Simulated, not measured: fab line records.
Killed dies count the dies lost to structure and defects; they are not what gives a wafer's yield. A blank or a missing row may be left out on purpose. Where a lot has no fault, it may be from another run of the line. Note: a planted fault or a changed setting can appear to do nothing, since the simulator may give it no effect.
fab line records	flow sky130
[record] lots = 12	wafers = 36	last_day = 50
route steps=708 shown CAP2M@620 METAL4@631 VIA4@656 PASSIVATION@693 PAD_OPEN@708
lots untouched by any fault: they come from a run of this same line in which no faults occurred
start_h: the number of hours between the record's first day and the start of the first shown wafer of the lot	wait_h: how many hours have passed since the lot's step before this one	" unchanged from the row above	L1.1+2: one row covering several wafers at once	- no value present, or no start provided	* or withheld: withheld	< > ~ a bound
route shown NAME@n: a module of which the file shows steps, and the number in the route of the first	usual: mean and standard deviation over wafers with no fault	same: alike in all rows	chamber/n: place in a boat	sites: per-site readings	_std_site: how widely they spread, as a standard deviation	_edge_site: outer sites' mean less inner sites'	radius_mm: how far each site lies from the wafer's centre	mask NAME#n: copy n	behind: the most recent tool/chamber to have shaped the wafer	hold: reason for holding the lot/hours on hold/outcome of the hold	device: which transistor (n, p or np) failed to switch	end of line: the tests these same wafers got at the end of their route	a step without rows: its recipe alone	killed: dies lost to structure and defects at the first sort, not the wafer's yield	map: the dies of a wafer, with x for killed, . for not killed, _ for no die there
set.NAME: the setting as run; set.NAME@STEP: as run at that earlier step	model.NAME: the simulator's own value behind a step, which no gauge read
steps of the route over a sample of lots; a table a step, a row a wafer
services: from which hour (start_h, from the record's first day; less than 0 if before it) a tool's chamber was out of use, for how many hours, and why
[[steps]]
[step SKY_CAP2M_CLEAN_17]
[recipe] chemistry = O3/DIW	dry = n2_spin
lot.wafer	tool	chamber	start_h	wait_h
L555.3+4+6	wet_bench-04	2	960.01	0.0
L556.2+3+5	wet_bench-04	0	964.38	0.0
L557.2+4+6	wet_bench-03	0	968.58	0.0
L558.2+4+5	wet_bench-03	0	973.89	0.0
L559.1+2+3	wet_bench-04	2	982.46	0.0
L562.1+5+6	wet_bench-02	3	1015.68	0.0
L564.1+3+5	wet_bench-04	3	1016.83	0.0
L566.1+4+5	wet_bench-04	2	1029.11	0.0
L569.1+4+6	wet_bench-04	2	1048.40	0.0
L570.1+2+4	wet_bench-03	0	1056.88	0.0
L574.1+2+3	wet_bench-02	2	1076.86	0.0
L577.2+3+5	wet_bench-03	0	1096.78	0.0
[step SKY_METAL4_DESCUM_15]
[recipe] chemistry = O2	source_power_w = 150	bias_power_w = 0	pressure_mtorr = 10	temp_c = 40	time_s = 8
[usual] drypump_motor_current_A = 6.14/0.25	he_backside_leak_sccm = 3.27/0.19	oes_product_au = 0.999/0.0075
lot.wafer	tool	chamber	start_h	wait_h	drypump_motor_current_A	he_backside_leak_sccm	oes_product_au	rf_hours_counter_h
L555.3	rie_metal-01	0	984.22	0.0	6.11	3.14	1.008	-
L555.4	"	1	"	"	6.56	3.47	0.988	-
L555.6	"	1	"	"	6.58	3.60	0.995	-
L556.2	rie_metal-01	0	988.65	0.0	6.10	3.19	0.980	2
L556.3	"	1	"	"	6.54	3.44	1.000	-
L556.5	"	0	"	"	6.12	3.17	0.992	-
L557.2	rie_metal-01	1	992.35	0.0	6.61	3.44	1.000	11
L557.4	"	1	"	"	6.58	3.44	1.007	-
L557.6	"	0	"	"	6.12	3.18	0.993	-
L558.2	rie_metal-02	0	997.80	0.0	6.05	3.03	0.997	21
L558.4	"	1	"	"	6.22	3.39	1.005	-
L558.5	"	0	"	"	6.07	3.08	0.990	-
L559.1	rie_metal-02	0	1006.15	0.0	6.05	3.18	0.996	22
L559.2	"	1	"	"	6.26	3.55	1.004	5
L559.3	"	1	"	"	6.26	3.44	1.000	-
L562.1	rie_metal-02	0	1038.65	0.0	6.09	3.29	0.992	24
L562.5	"	1	"	"	6.21	3.57	1.000	-
L562.6	"	0	"	"	6.08	3.23	0.993	-
L564.1	rie_metal-01	0	1039.50	0.0	6.09	3.25	0.997	5
L564.3	"	1	"	"	6.53	3.39	0.995	-
L564.5	"	0	"	"	6.11	3.17	0.981	-
L566.1	rie_metal-01	0	1051.95	0.0	6.12	3.25	0.990	7
L566.4	"	0	"	"	6.11	3.11	1.003	-
L566.5	"	1	"	"	6.59	3.54	1.005	-
L569.1	rie_metal-02	1	1070.70	0.0	6.24	3.40	1.007	10
L569.4	"	1	"	"	6.26	3.41	1.006	-
L569.6	"	0	"	"	6.06	3.35	1.006	-
L570.1	rie_metal-04	0	1078.80	0.0	5.88	3.10	1.013	19
L570.2	"	1	"	"	5.78	3.18	1.002	9
L570.4	"	1	"	"	5.78	3.16	1.012	-
L574.1	rie_metal-04	0	1096.95	0.0	5.86	3.02	1.000	21
L574.2	"	1	"	"	5.80	3.18	1.000	10
L574.3	"	1	"	"	5.77	2.97	0.996	-
L577.2	rie_metal-01	1	1117.00	0.0	6.55	3.39	0.995	19
L577.3	"	0	"	"	6.11	3.17	0.982	-
L577.5	"	1	"	"	6.59	3.48	0.998	-
[step SKY_VIA4_SPUTTER_17]
[recipe] material = TiN	target_thk_nm = 20	chamber_pressure_pa = 5	power_w = 4000	time_s = 80
[usual] cathode_dc_power_W = 4000.0/0.61	throttle_valve_pct = 29.9/1.1
lot.wafer	tool	chamber	start_h	wait_h	cathode_dc_power_W	throttle_valve_pct
L555.3	pvd_sputter-01	-	1009.42	0.0	4000.1	30.2
L555.4	"	-	"	"	4000.4	28.9
L555.6	"	-	"	"	3999.7	28.5
L556.2	pvd_sputter-02	-	1013.80	0.0	3999.9	28.7
L556.3	"	-	"	"	3999.5	31.0
L556.5	"	-	"	"	3999.8	30.2
L557.2	pvd_sputter-03	-	1017.27	0.0	4000.0	30.1
L557.4	"	-	"	"	3999.5	29.2
L557.6	"	-	"	"	4000.3	29.3
L558.2	pvd_sputter-03	-	1021.99	0.0	4000.7	29.2
L558.4	"	-	"	"	4000.3	28.6
L558.5	"	-	"	"	4001.1	30.2
L559.1	pvd_sputter-03	-	1031.08	0.0	3999.6	28.5
L559.2	"	-	"	"	3998.8	29.1
L559.3	"	-	"	"	3999.6	30.0
L562.1	pvd_sputter-02	-	1062.66	0.0	4000.5	28.7
L562.5	"	-	"	"	4000.3	31.2
L562.6	"	-	"	"	4000.5	28.8
L564.1	pvd_sputter-02	-	1064.09	0.0	4000.9	31.2
L564.3	"	-	"	"	3999.4	30.6
L564.5	"	-	"	"	3999.0	30.5
L566.1	pvd_sputter-03	-	1075.89	0.0	3999.7	29.1
L566.4	"	-	"	"	4000.1	30.1
L566.5	"	-	"	"	4000.9	30.3
L569.1	pvd_sputter-02	-	1092.99	0.0	3999.1	30.3
L569.4	"	-	"	"	4000.7	28.8
L569.6	"	-	"	"	4000.7	30.4
L570.1	pvd_sputter-01	-	1100.95	0.0	3999.8	28.4
L570.2	"	-	"	"	3999.8	28.9
L570.4	"	-	"	"	4000.3	30.1
L574.1	pvd_sputter-03	-	1119.43	0.0	4000.2	28.5
L574.2	"	-	"	"	3999.0	29.1
L574.3	"	-	"	"	3999.7	30.1
L577.2	pvd_sputter-01	-	1138.58	0.0	3999.4	29.2
L577.3	"	-	"	"	3999.8	30.2
L577.5	"	-	"	"	3999.8	30.4
[step SKY_PASSIVATION_STRIP_12]
[recipe] chemistry = O2/N2	power_w = 1400	pressure_mtorr = 1500	platen_temp_c = withheld	overash_fraction = 0.7	o2_flow_sccm = 3000	n2_flow_sccm = 300
[usual] drypump_motor_current_A = 5.7/0.39	oes_product_au = 0.661/0.0045	strip_time_to_endpoint_s = 31.55/0.12
[same] overash_fraction = 0.7
lot.wafer	tool	chamber	start_h	wait_h	drypump_motor_current_A	oes_product_au	rf_hours_counter_h	strip_time_to_endpoint_s
L555.3	plasma_asher-02	0	1056.08	0.1	5.6	0.663	-	31.60
L555.4	"	1	"	"	6.4	0.658	-	31.65
L555.6	"	1	"	"	6.4	0.660	-	31.72
L556.2	plasma_asher-04	0	1060.90	0.1	5.7	0.663	92	31.60
L556.3	"	0	"	"	5.7	0.659	-	31.43
L556.5	"	1	"	"	5.8	0.671	-	31.50
L557.2	plasma_asher-02	1	1063.65	0.1	6.4	0.651	34	31.58
L557.4	"	0	"	"	5.6	0.664	-	31.64
L557.6	"	1	"	"	6.4	0.657	-	31.77
L558.2	plasma_asher-04	0	1068.94	0.1	5.7	0.662	93	31.47
L558.4	"	1	"	"	5.8	0.663	-	31.54
L558.5	"	0	"	"	5.7	0.658	-	31.54
L559.1	plasma_asher-04	0	1077.10	0.1	5.7	0.663	94	31.74
L559.2	"	1	"	"	5.7	0.663	94	31.78
L559.3	"	1	"	"	5.7	0.652	-	31.65
L562.1	plasma_asher-04	1	1104.76	0.1	5.8	0.674	97	31.61
L562.5	"	1	"	"	5.7	0.654	-	31.51
L562.6	"	0	"	"	5.8	0.660	-	31.68
L564.1	plasma_asher-02	1	1105.95	0.1	6.4	0.667	38	31.47
L564.3	"	1	"	"	6.4	0.662	-	31.40
L564.5	"	1	"	"	6.4	0.658	-	31.52
L566.1	plasma_asher-03	1	1118.54	0.1	5.2	0.661	5	31.60
L566.4	"	0	"	"	5.3	0.658	-	31.61
L566.5	"	0	"	"	5.3	0.661	-	31.52
L569.1	plasma_asher-02	0	1135.06	0.1	5.6	0.661	41	31.39
L569.4	"	0	"	"	5.6	0.654	-	31.33
L569.6	"	0	"	"	5.7	0.664	-	31.46
L570.1	plasma_asher-04	1	1141.26	0.1	5.8	0.661	100	31.72
L570.2	"	0	"	"	5.7	0.662	100	31.74
L570.4	"	0	"	"	5.8	0.663	-	31.69
L574.1	plasma_asher-03	1	1158.36	0.1	5.2	0.666	9	31.65
L574.2	"	0	"	"	5.3	0.667	9	31.74
L574.3	"	0	"	"	5.3	0.663	-	31.50
L577.2	plasma_asher-04	0	1176.10	0.1	5.8	0.655	103	31.40
L577.3	"	0	"	"	5.7	0.656	-	31.51
L577.5	"	1	"	"	5.7	0.664	-	31.36
[step SKY_PAD_OPEN_PROBE_99]
[usual] defect_limited_yield = 82.2/2.1	killed_at_M0_to_M3 = 43/8	killed_at_M4_up = 2.9/1.6	killed_at_contacts = 26/5.2	killed_at_front_end = 15/4.3	killed_at_other = 0.3/0.56	killed_dies = 87/10	killed_open = 48/6.9	killed_short = 40/6.5	sort_bin_3_pad_short = 0.9/0.36	sort_bin_5_function = 10.5/1.5	sort_bin_6_memory = 6.4/1.3	sort_n_pass = 405/10	sort_yield_pct = 82.2/2.1
[same] gross_dies = 492	killed_at_back_side = 0	sort_bin_4_leakage[%] = 0	sort_bin_8_speed[%] = 0
lot.wafer	tool	chamber	start_h	wait_h	defect_limited_yield[%]	killed_at_M0_to_M3	killed_at_M4_up	killed_at_contacts	killed_at_front_end	killed_at_other	killed_dies	killed_open	killed_short	sort_bin_3_pad_short[%]	sort_bin_5_function[%]	sort_bin_6_memory[%]	sort_n_pass	sort_yield_pct[%]
L566.1	prober-02	-	1140.07	0.1	76.8	42	4	27	14	27	114	50	37	2.0	14.2	6.9	378	76.8
L566.4	prober-02	-	1140.22	0.2	78.5	36	3	25	16	26	106	40	41	1.4	13.8	6.3	386	78.5
L566.5	prober-02	-	1140.27	0.2	74.6	44	6	27	18	30	125	49	46	1.4	18.1	5.9	367	74.6
L569.1	prober-02	-	1154.89	0.3	77.4	45	3	19	17	27	111	44	40	1.4	13.6	7.5	381	77.4
L569.4	prober-02	-	1155.04	0.4	79.5	35	3	22	13	28	101	37	37	1.6	13.6	5.3	391	79.5
L569.6	prober-02	-	1155.14	0.4	74.8	40	4	32	17	31	124	47	46	2.2	14.4	8.5	368	74.8
// killed by level:class
L566.1 CAP2M:unspecified=27 VIA1:geometric_particle:open=11 CONTACT:geometric_particle:open=9 VIA2:geometric_particle:open=8 LI_CONTACT:geometric_particle:open=7 VIA3:geometric_particle:open=7 FIELD_ISO:geometric_particle:short=6 CONTACT:geometric_particle:short=6
L566.4 CAP2M:unspecified=25 VIA3:geometric_particle:open=8 LI_CONTACT:geometric_particle:open=7 CONTACT:geometric_particle:open=7 CONTACT:geometric_particle:short=6 METAL2:geometric_particle:short=6 VIA1:geometric_particle:open=5 FIELD_ISO:geometric_particle:short=4
L566.5 CAP2M:unspecified=30 VIA1:geometric_particle:open=10 LI_CONTACT:geometric_particle:open=9 CONTACT:geometric_particle:open=9 METAL2:geometric_particle:short=7 VIA3:geometric_particle:short=7 VIA2:geometric_particle:open=6 POLY_GATE:geometric_particle:open=5
L569.1 CAP2M:unspecified=27 VIA1:geometric_particle:open=11 METAL2:geometric_particle:short=10 LI_CONTACT:geometric_particle:open=9 METAL1:geometric_particle:short=6 FIELD_ISO:geometric_particle:short=5 CONTACT:geometric_particle:open=5 VIA3:geometric_particle:open=5
L569.4 CAP2M:unspecified=27 VIA2:geometric_particle:open=7 LI_CONTACT:geometric_particle:open=6 VIA1:geometric_particle:open=6 METAL1:geometric_particle:short=6 FIELD_ISO:geometric_particle:short=5 CONTACT:geometric_particle:open=5 LOCAL_INTERCONNECT:geometric_particle:short=4
L569.6 CAP2M:unspecified=31 CONTACT:geometric_particle:open=9 VIA2:geometric_particle:open=8 METAL1:geometric_particle:short=8 POLY_GATE:geometric_particle:short=7 LOCAL_INTERCONNECT:geometric_particle:short=7 VIA1:geometric_particle:open=7 VIA3:geometric_particle:open=6
[[services]]
tool	chamber	start_h	hours	kind
pvd_sputter-02	-	941.63	1.3	repair
rie_metal-01	-	954.52	0.3	repair
pvd_sputter-01	-	967.80	4.0	repair
rie_metal-02	1	973.83	2.1	repair
plasma_asher-02	-	1016.52	2.8	pm
rie_metal-04	-	1020.32	28.1	pm
pvd_sputter-02	-	1052.40	3.6	repair
pvd_sputter-03	-	1052.95	0.9	repair
plasma_asher-03	-	1055.25	9.0	pm
rie_metal-02	0	1071.74	-	clean
rie_metal-02	0	1071.74	16.1	scheduled_down
rie_metal-02	0	1071.74	16.1	vent_cycle
plasma_asher-03	-	1084.83	1.2	repair
wet_bench-02	-	1086.76	27.4	repair
pvd_sputter-02	1	1092.31	-	consumable_replace:kit
rie_metal-01	-	1096.16	1.0	repair
rie_metal-02	0	1100.06	9.0	repair
pvd_sputter-03	2	1100.89	-	consumable_replace:kit
pvd_sputter-03	2	1100.89	18.0	scheduled_down
pvd_sputter-03	2	1100.89	18.0	vent_cycle
plasma_asher-03	-	1101.80	2.1	repair
rie_metal-01	-	1108.75	2.8	pm
pvd_sputter-02	-	1128.05	3.5	repair
rie_metal-01	-	1157.60	14.6	pm
[[key]]
[first_sign] step = SKY_PAD_OPEN_PROBE_99	reading = killed_at_other	direction = up	sigmas = 28	usual = 0.3	struck = 28.2
[effect] step = SKY_PAD_OPEN_PROBE_99	reading = sort_bin_5_function	direction = up	sigmas = 2.8	usual = 10.5	struck = 14.6
met_at SKY_CAP2M_CLEAN_17
struck_lots L566,L569
not_acting_at SKY_METAL4_DESCUM_15,SKY_VIA4_SPUTTER_17,SKY_PASSIVATION_STRIP_12
onset_between 1016.83 1029.11
[fault] kind = chamber_particle_source	tool = wet_bench-04	chamber = -	onset_h = 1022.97	steps = SKY_CAP2M_CLEAN_17	rate_per_visit_cm2 = 0.53773	end_h = 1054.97
